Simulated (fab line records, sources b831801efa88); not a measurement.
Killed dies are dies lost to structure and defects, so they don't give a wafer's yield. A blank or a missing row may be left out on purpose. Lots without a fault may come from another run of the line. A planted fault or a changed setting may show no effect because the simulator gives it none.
Chamber matching | flow sky130 | SKY_FIELD_ISO_ETCH_17 on rie_si-01: 4 sister chambers
The step etches Si in HBr/Cl2/O2, target depth 342 nm, time 97.7 s. 14 wafers are shown with their chamber, then 7 later ones without.

WAFERS WITH THEIR CHAMBER
wafer  | chamber | drypump_motor_current_A (A) | he_backside_leak_sccm (sccm) | mfc_cl2_sccm (sccm)
L784.4 | 1       | 5.7                         | 2.6                          | 40.05
L784.5 | 0       | 4.9                         | 2.7                          | 40.05
L784.6 | 3       | 5.8                         | 2.4                          | 40.06
L786.1 | 1       | 5.7                         | 2.5                          | 39.98
L786.2 | 2       | 6.1                         | 2.8                          | 39.74
L786.3 | 3       | 5.7                         | 2.3                          | 39.99
L787.1 | 0       | 4.9                         | 2.5                          | 39.97
L787.2 | 1       | 5.6                         | 2.7                          | 40.12
L787.4 | 2       | 6.1                         | 2.7                          | 39.90
L788.2 | 1       | 5.7                         | 2.5                          | 40.01
L788.3 | 3       | 5.7                         | 2.4                          | 40.01
L788.6 | 3       | 5.8                         | 2.3                          | 40.02
L792.2 | 3       | 5.7                         | 2.4                          | 39.76
L792.3 | 2       | 6.1                         | 2.7                          | 39.88

SIGNATURES (means of the wafers above)
reading                 | chamber 0 | chamber 1 | chamber 2 | chamber 3 | scatter within a chamber
drypump_motor_current_A | 4.900     | 5.675     | 6.100     | 5.740     | 0.0442
he_backside_leak_sccm   | 2.600     | 2.575     | 2.733     | 2.360     | 0.0813
mfc_cl2_sccm            | 40.0100   | 40.0400   | 39.8400   | 39.9680   | 0.0928
Rule: a wafer's distance from a chamber is the root of the sum, over the readings, of the square of ((its reading less the chamber's mean) divided by the reading's scatter). The wafer belongs to the nearest chamber; if the next one is less than 2 further off, it can't be placed. The scatter: the root of (the sum of the squares of (reading less its chamber's mean) over the shown wafers, divided by (wafers less chambers)).

WAFERS WITHOUT THEIR CHAMBER
wafer  | drypump_motor_current_A (A) | he_backside_leak_sccm (sccm) | mfc_cl2_sccm (sccm)
L792.6 | 6.1                         | 2.7                          | 39.86
L799.1 | 5.7                         | 2.6                          | 40.04
L799.5 | 4.9                         | 2.7                          | 40.14
L799.6 | 5.7                         | 2.4                          | 40.12
L805.3 | 4.9                         | 2.5                          | 39.84
L805.4 | 6.2                         | 2.8                          | 40.01
L805.5 | 5.7                         | 2.6                          | 39.87

WHICH CHAMBER EACH WENT THROUGH
wafer  | from the rows above     | in truth
L792.6 | 2                       | 2
L799.1 | 1                       | 1
L799.5 | 0                       | 0
L799.6 | can't be placed: 3 or 1 | 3
L805.3 | 0                       | 0
L805.4 | 2                       | 2
L805.5 | can't be placed: 1 or 3 | 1
Placed correctly: 5 of 7. Can't be placed from these rows: 2 (the true chamber is among the candidates in 2). Placed wrongly: 0.
